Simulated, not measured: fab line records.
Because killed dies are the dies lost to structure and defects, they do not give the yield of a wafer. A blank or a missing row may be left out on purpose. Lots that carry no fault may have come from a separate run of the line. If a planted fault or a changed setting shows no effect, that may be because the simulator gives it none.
What tool caused it? / flow gf180mcu / 6 lots with 18 wafers sampled at 4 steps, on a route of 602 steps

## WHAT EACH GAUGE READ, for each wafer
GF_VT_IMPLANT_OVL_MEAS_40.
lot=L279; measured=day 7 15:44; on=overlay-01; VT_IMPLANT_03_OVL (nm)=-1.8 -1.4 -0.3
lot=L284; measured=day 9 19:01; on=overlay-01; VT_IMPLANT_03_OVL (nm)=0.5 0.4 0.9
lot=L286; measured=day 10 00:10; on=overlay-01; VT_IMPLANT_03_OVL (nm)=-2.3 -2.0 -1.9
lot=L288; measured=day 10 17:52; on=overlay-01; VT_IMPLANT_03_OVL (nm)=0.0 -1.2 -0.3
lot=L290; measured=day 11 01:55; on=overlay-01; VT_IMPLANT_03_OVL (nm)=-1.1 -1.8 -0.8
lot=L296; measured=day 12 15:22; on=overlay-02; VT_IMPLANT_03_OVL (nm)=-0.4 -1.2 -0.1

## TOOL THAT RAN EACH LOT (tool first, then ch and the chambers of the sampled wafers, then the start)
lot=L279; GF_STI_ETCH_13=rie-diel-04 ch 1,2,3, day 2 06:14; GF_NWELL_IMPLANT_09=implanter-03 ch 0, day 3 11:34; GF_VT_IMPLANT_STRIP_09=plasma-asher-02 ch 0,1, day 5 18:32
lot=L284; GF_STI_ETCH_13=rie-diel-01 ch 0,1,2, day 3 11:25; GF_NWELL_IMPLANT_09=implanter-02 ch 0, day 5 03:14; GF_VT_IMPLANT_STRIP_09=plasma-asher-02 ch 0,1, day 7 16:46
lot=L286; GF_STI_ETCH_13=rie-diel-01 ch 0,2,3, day 3 18:44; GF_NWELL_IMPLANT_09=implanter-02 ch 0, day 5 08:50; GF_VT_IMPLANT_STRIP_09=plasma-asher-02 ch 0, day 7 22:35
lot=L288; GF_STI_ETCH_13=rie-diel-01 ch 1,3, day 4 09:07; GF_NWELL_IMPLANT_09=implanter-01 ch 0, day 5 22:46; GF_VT_IMPLANT_STRIP_09=plasma-asher-03 ch 0,1, day 8 14:20
lot=L290; GF_STI_ETCH_13=rie-diel-03 ch 0,1,3, day 4 16:37; GF_NWELL_IMPLANT_09=implanter-02 ch 0, day 6 03:49; GF_VT_IMPLANT_STRIP_09=plasma-asher-03 ch 1, day 8 20:13
lot=L296; GF_STI_ETCH_13=rie-diel-04 ch 0,1,2, day 5 22:17; GF_NWELL_IMPLANT_09=implanter-02 ch 0, day 7 11:05; GF_VT_IMPLANT_STRIP_09=plasma-asher-03 ch 0,1, day 10 07:10
- GF_STI_ETCH_13: etches the open film in CHF3/O2, stops on Si, target depth 282.31 nm, time 112.9 s.
- GF_NWELL_IMPLANT_09
- GF_VT_IMPLANT_STRIP_09: strips in O2/N2.

## THE ANSWER, worked out from the rows above alone
Rule: what is usual is taken from the lots themselves. The widest of any qualifying gaps counts: lots, ordered by their means at a reading, are off when they make up no more than a third of the lots, leave a main group of 4 or more, and stand apart from it by 3 or more times the standard deviation of that group's means. The tables above print the reading to a certain number of digits; a main group whose means all agree to those digits is not used. Also off: a lot with no number at a reading for which 4 or more lots have one. The other lots that the step has rows for count as sound.
No lot is off at any reading shown: from this, nothing can be told.

## WHAT THE SIMULATOR HAD PUT IN
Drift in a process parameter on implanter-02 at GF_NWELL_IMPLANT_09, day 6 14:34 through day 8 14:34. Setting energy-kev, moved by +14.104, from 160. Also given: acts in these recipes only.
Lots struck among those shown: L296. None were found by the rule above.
